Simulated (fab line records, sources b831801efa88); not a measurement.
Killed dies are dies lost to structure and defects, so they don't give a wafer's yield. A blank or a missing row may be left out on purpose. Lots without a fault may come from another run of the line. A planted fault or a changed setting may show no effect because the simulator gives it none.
Problem report in the 8D (eight disciplines) form, filled by code | flow sfq_line | the parts of the form that need people (team, actions taken, sign-off) are left out

1. THE PROBLEM
spin_speed_rpm at SFQ_TRILAYER_M5_LITHO_COAT_128 reads a mean of 2666.8 rpm on 9 wafers of 3 lots; wafers without a fault read 3000.0 rpm with a standard deviation of 2.1. That is -99 or more standard deviations from the usual mean.
The step: resist thk 62 nm.
First seen on wafer L377.4, day 57 05:48, on litho_track-04. The record holds 39 wafers of 13 lots with a number at this step. Rule for "out", or "out of limits": more than 4 standard deviations from the usual mean. The other wafers with a number count as sound.

2. WHAT IT IS AND WHAT IT IS NOT
question                    | is                     | is not
which readings at this step | spin_speed_rpm         | dispense_pressure_kPa
which lots                  | L377, L379, L380       | L371, L372, L382, L385, L386, L389, L391, L392, L393, L394
which wafers of those lots  | all that have a number | -
read on which tools         | litho_track-04         | litho_track-01, litho_track-03
when                        | from day 57 05:48      | up to then (6 sound wafers); but 24 sound wafers of L382, L385, L386, L389, L391, L392, L393, L394 came after

3. SUSPECTS, AND WHAT RULES EACH OUT
Counting: a tool at a process step up to the reading stays a suspect if it ran every lot that is out and no sound lot after the first of them.
- litho_track-04 at SFQ_TRILAYER_M5_LITHO_COAT_128 (resist thk 62 nm): ruled out as a lasting fault. Sound lots L391, L392, L393 ran on it after its first lot that is out, L377 (day 57 05:48).
Left after counting: nothing in the record.

4. THE CAUSE (what the simulator had put in)
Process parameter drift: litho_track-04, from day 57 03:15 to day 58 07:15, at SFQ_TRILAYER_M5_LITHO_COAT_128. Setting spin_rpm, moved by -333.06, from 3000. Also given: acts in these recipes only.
Counting ruled it out, wrongly.

5. THE CHAIN OF EFFECTS, in route order
Each row: a reading whose mean over the struck wafers that have a number lies more than 3 standard deviations from the usual. Only readings for which the record gives a usual standard deviation are gone through. hours: the time from each lot's start at the first step in this table that gives one to its start at this step, as a median over the lots. sigmas: the change in usual standard deviations.
hours | step                                     | reading        | usual      | on struck wafers | change | sigmas
0     | SFQ_TRILAYER_M5_LITHO_COAT_128           | spin_speed_rpm | 3000.0 rpm | 2666.8           | -333.2 | -99 or more
3     | SFQ_TRILAYER_M5_BARC_OPEN_METAL_ETCH_161 | oes_product_au | 0.685 a.u. | 0.702            | +0.017 | +4.0
The process steps in it:
- SFQ_TRILAYER_M5_LITHO_COAT_128: resist thk 62 nm.
- SFQ_TRILAYER_M5_BARC_OPEN_METAL_ETCH_161: etches BARC in O2, target depth 125 nm, time 41.7 s.

6. WHAT WOULD HAVE CAUGHT IT SOONER
In this record the first reading out of limits was taken at day 57 05:48, 3 hours after the fault began at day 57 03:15.
